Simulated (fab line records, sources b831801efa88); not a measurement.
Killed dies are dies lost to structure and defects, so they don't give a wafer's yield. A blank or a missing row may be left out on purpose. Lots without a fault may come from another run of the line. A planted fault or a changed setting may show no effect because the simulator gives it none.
Which tool did it? | flow sky130 | 11 lots, 33 wafers sampled, at 5 steps of a route of 708

WHAT THE GAUGES READ, wafer by wafer
SKY_VT_ADJUST_HVTR_TW_MEAS_11. Usual: VT_ADJUST_HVTR_TW 212.0, standard deviation 1.4.
lot  | measured     | on            | VT_ADJUST_HVTR_TW | flag
L385 | day 9 16:44  | film_metro-03 | 210.8 210.7 210.6 |
L387 | day 10 18:40 | film_metro-02 | 214.7 213.9 213.8 |
L390 | day 11 12:56 | film_metro-01 | 210.8 209.7 210.5 |
L392 | day 11 18:58 | film_metro-02 | 212.2 212.6 212.0 |
L393 | day 12 03:59 | film_metro-03 | 212.0 212.2 211.7 |
L394 | day 12 11:21 | film_metro-03 | 213.0 212.1 212.2 |
L395 | day 12 15:50 | film_metro-02 | 213.3 213.9 213.1 |
L403 | day 15 00:03 | film_metro-01 | 208.7 209.4 209.5 |
L404 | day 15 13:19 | film_metro-03 | 211.5 210.7 210.8 |
L405 | day 15 13:19 | film_metro-02 | 213.9 212.9 213.5 |
L408 | day 16 14:07 | film_metro-01 | 211.1 210.3 210.3 |

SKY_SONOS_ONO_THK_MEAS_03. Usual: SONOS_ONO_CVD_02_THK 10.47 nm, standard deviation 0.14.
lot  | measured     | on            | SONOS_ONO_CVD_02_THK (nm) | flag
L385 | day 11 17:32 | film_metro-01 | 10.64 10.54 10.65         |
L387 | day 12 22:11 | film_metro-01 | 10.82 10.88 10.84         |
L390 | day 13 20:13 | film_metro-03 | 10.60 10.49 10.45         |
L392 | day 14 04:47 | film_metro-01 | 10.27 10.25 10.32         |
L393 | day 14 11:44 | film_metro-03 | 12.95 13.00 12.94         | OFF
L394 | day 14 18:55 | film_metro-04 | 13.01 13.04 12.98         | OFF
L395 | day 14 21:25 | film_metro-03 | 12.87 12.80 12.92         | OFF
L403 | day 17 11:43 | film_metro-04 | 10.47 10.50 10.34         |
L404 | day 18 02:14 | film_metro-01 | 10.42 10.44 10.44         |
L405 | day 18 02:13 | film_metro-03 | 10.22 10.45 10.31         |
L408 | day 19 04:58 | film_metro-04 | 10.61 10.55 10.55         |

WHICH TOOL RAN EACH LOT (tool, then ch and the chambers of the sampled wafers, then the start)
lot  | SKY_VT_ADJUST_LVTN_STRIP_09          | SKY_VT_ADJUST_PCH_STRIP_09           | SKY_SONOS_ONO_CVD_02
L385 | plasma_asher-03 ch 0,1, day 7 01:19  | plasma_asher-04 ch 0, day 10 15:15   | lpcvd-02 ch 1, day 11 16:29
L387 | plasma_asher-01 ch 0,1, day 8 00:10  | plasma_asher-01 ch 0,1, day 11 18:15 | lpcvd-02 ch 0, day 12 21:08
L390 | plasma_asher-02 ch 0,1, day 8 17:14  | plasma_asher-03 ch 0, day 12 12:39   | lpcvd-02 ch 0, day 13 17:51
L392 | plasma_asher-02 ch 0,1, day 8 21:17  | plasma_asher-01 ch 0,1, day 12 19:08 | lpcvd-02 ch 1, day 14 03:11
L393 | plasma_asher-03 ch 0,1, day 9 06:31  | plasma_asher-04 ch 0,1, day 13 05:13 | lpcvd-02 ch 0, day 14 10:41
L394 | plasma_asher-02 ch 0,1, day 9 14:10  | plasma_asher-04 ch 0,1, day 13 12:35 | lpcvd-02 ch 0, day 14 17:52
L395 | plasma_asher-03 ch 0,1, day 9 16:47  | plasma_asher-03 ch 0,1, day 13 17:04 | lpcvd-02 ch 1, day 14 20:22
L403 | plasma_asher-02 ch 0,1, day 11 20:46 | plasma_asher-04 ch 0,1, day 16 04:04 | lpcvd-02 ch 0, day 17 10:39
L404 | plasma_asher-02 ch 0,1, day 12 08:03 | plasma_asher-03 ch 0,1, day 16 17:11 | lpcvd-02 ch 1, day 18 01:10
L405 | plasma_asher-03 ch 0,1, day 12 08:04 | plasma_asher-04 ch 0, day 16 17:19   | lpcvd-02 ch 0, day 18 01:10
L408 | plasma_asher-01 ch 0,1, day 13 06:03 | plasma_asher-01 ch 0,1, day 17 18:57 | lpcvd-02 ch 1, day 19 03:53
- SKY_VT_ADJUST_LVTN_STRIP_09: strips in O2/N2.
- SKY_VT_ADJUST_PCH_STRIP_09: strips in O2/N2.
- SKY_SONOS_ONO_CVD_02: deposits Si3N4 from DCS/NH3, target thk 10.5 nm, time 180 s.

WHAT THE TOOLS THEMSELVES READ (means of the sampled wafers that have a number; where no wafer has one, the mark that the record gives instead)
SKY_VT_ADJUST_LVTN_STRIP_09. Usual: drypump_motor_current_A 6.1 A, standard deviation 0.45; oes_product_au 0.721 a.u., standard deviation 0.0044; strip_time_to_endpoint_s 36.99 s, standard deviation 0.092.
lot  | tool            | drypump_motor_current_A (A) | oes_product_au (a.u.) | strip_time_to_endpoint_s (s) | flag
L385 | plasma_asher-03 | 5.9                         | 0.720                 | 36.96                        |
L387 | plasma_asher-01 | 6.6                         | 0.717                 | 36.89                        |
L390 | plasma_asher-02 | 5.8                         | 0.722                 | 36.88                        |
L392 | plasma_asher-02 | 5.8                         | 0.719                 | 36.95                        |
L393 | plasma_asher-03 | 5.9                         | 0.721                 | 37.15                        |
L394 | plasma_asher-02 | 5.6                         | 0.720                 | 37.04                        |
L395 | plasma_asher-03 | 6.2                         | 0.719                 | 37.00                        |
L403 | plasma_asher-02 | 5.6                         | 0.713                 | 37.09                        |
L404 | plasma_asher-02 | 5.8                         | 0.719                 | 36.85                        |
L405 | plasma_asher-03 | 6.1                         | 0.718                 | 37.05                        |
L408 | plasma_asher-01 | 6.6                         | 0.723                 | 36.93                        |

SKY_VT_ADJUST_PCH_STRIP_09. Usual: drypump_motor_current_A 6.1 A, standard deviation 0.37; oes_product_au 0.722 a.u., standard deviation 0.0043; strip_time_to_endpoint_s 36.95 s, standard deviation 0.083.
lot  | tool            | drypump_motor_current_A (A) | oes_product_au (a.u.) | strip_time_to_endpoint_s (s) | flag
L385 | plasma_asher-04 | 6.4                         | 0.725                 | 36.77                        |
L387 | plasma_asher-01 | 6.5                         | 0.724                 | 36.90                        |
L390 | plasma_asher-03 | 5.6                         | 0.718                 | 36.97                        |
L392 | plasma_asher-01 | 6.6                         | 0.721                 | 37.01                        |
L393 | plasma_asher-04 | 6.2                         | 0.726                 | 36.95                        |
L394 | plasma_asher-04 | 6.0                         | 0.722                 | 36.96                        |
L395 | plasma_asher-03 | 6.2                         | 0.727                 | 37.00                        |
L403 | plasma_asher-04 | 6.1                         | 0.719                 | 37.01                        |
L404 | plasma_asher-03 | 5.9                         | 0.725                 | 37.03                        |
L405 | plasma_asher-04 | 6.4                         | 0.721                 | 36.98                        |
L408 | plasma_asher-01 | 6.5                         | 0.722                 | 36.88                        |

SKY_SONOS_ONO_CVD_02. Usual: spike_tc_bottom_C 792.3 C, standard deviation 1.8; spike_tc_centre_C 771.0 C, standard deviation 1.3; spike_tc_lower_C 770.1 C, standard deviation 0.98; spike_tc_top_C 777.7 C, standard deviation 2.7; spike_tc_upper_C 770.3 C, standard deviation 1.2; susceptor_temp_C 770.0 C, standard deviation 0.36; zone_power_centre_pct 13.21 %, standard deviation 0.13.
lot  | tool     | spike_tc_bottom_C (C) | spike_tc_centre_C (C) | spike_tc_lower_C (C) | spike_tc_top_C (C) | spike_tc_upper_C (C) | susceptor_temp_C (C) | zone_power_centre_pct (%) | flag
L385 | lpcvd-02 | 790.3                 | 771.5                 | 770.6                | 774.8              | 769.7                | 770.1                | 13.13                     |
L387 | lpcvd-02 | 793.2                 | 770.1                 | 770.0                | 780.4              | 770.7                | 769.7                | 13.14                     |
L390 | lpcvd-02 | 793.0                 | 770.3                 | 769.2                | 780.2              | 770.9                | 770.3                | 13.19                     |
L392 | lpcvd-02 | 791.3                 | 772.8                 | 770.7                | 774.9              | 769.3                | 769.9                | 13.32                     |
L393 | lpcvd-02 | 803.9                 | 782.3                 | 780.8                | 790.6              | 782.6                | 781.6                | 13.69                     | OFF
L394 | lpcvd-02 | 805.3                 | 781.6                 | 780.7                | 790.7              | 783.1                | 781.3                | 13.59                     | OFF
L395 | lpcvd-02 | 802.1                 | 783.6                 | 781.6                | 785.9              | 781.0                | 781.4                | 13.56                     | OFF
L403 | lpcvd-02 | 793.8                 | 770.2                 | 768.9                | 780.5              | 770.6                | 769.8                | 13.12                     |
L404 | lpcvd-02 | 789.8                 | 772.5                 | 771.0                | 775.1              | 768.9                | 770.2                | 13.10                     |
L405 | lpcvd-02 | 793.9                 | 770.5                 | 770.6                | 780.0              | 771.5                | 770.1                | 13.17                     |
L408 | lpcvd-02 | 790.8                 | 771.4                 | 770.4                | 775.3              | 769.0                | 770.1                | 13.15                     |

THE ANSWER, worked out from the rows above alone
Rule: a lot is off if the mean of its wafers that have a number lies more than 3 standard deviations from the usual mean. A lot without any number at a reading at which 4 lots or more have one is off too. The other lots that the step has rows for count as sound. The gauges are gone through in route order, then the tools' own readings, and for those a lot's mean is taken as printed above. The first step at which some lot is off is used, and at that step the reading that is off furthest; a lot without a number counts as furthest.
Off: L393, L394, L395, at SKY_SONOS_ONO_THK_MEAS_03 (SONOS_ONO_CVD_02_THK).
A tool fits if, at a process step before that reading, it ran every lot that is off, and no sound lot after the first of them. The gauges at SKY_SONOS_ONO_THK_MEAS_03 aren't tried: what is off there is off at SKY_SONOS_ONO_CVD_02 too, on other tools, and a gauge's error can't cause that. None of those tried fits.

WHAT THE SIMULATOR HAD PUT IN
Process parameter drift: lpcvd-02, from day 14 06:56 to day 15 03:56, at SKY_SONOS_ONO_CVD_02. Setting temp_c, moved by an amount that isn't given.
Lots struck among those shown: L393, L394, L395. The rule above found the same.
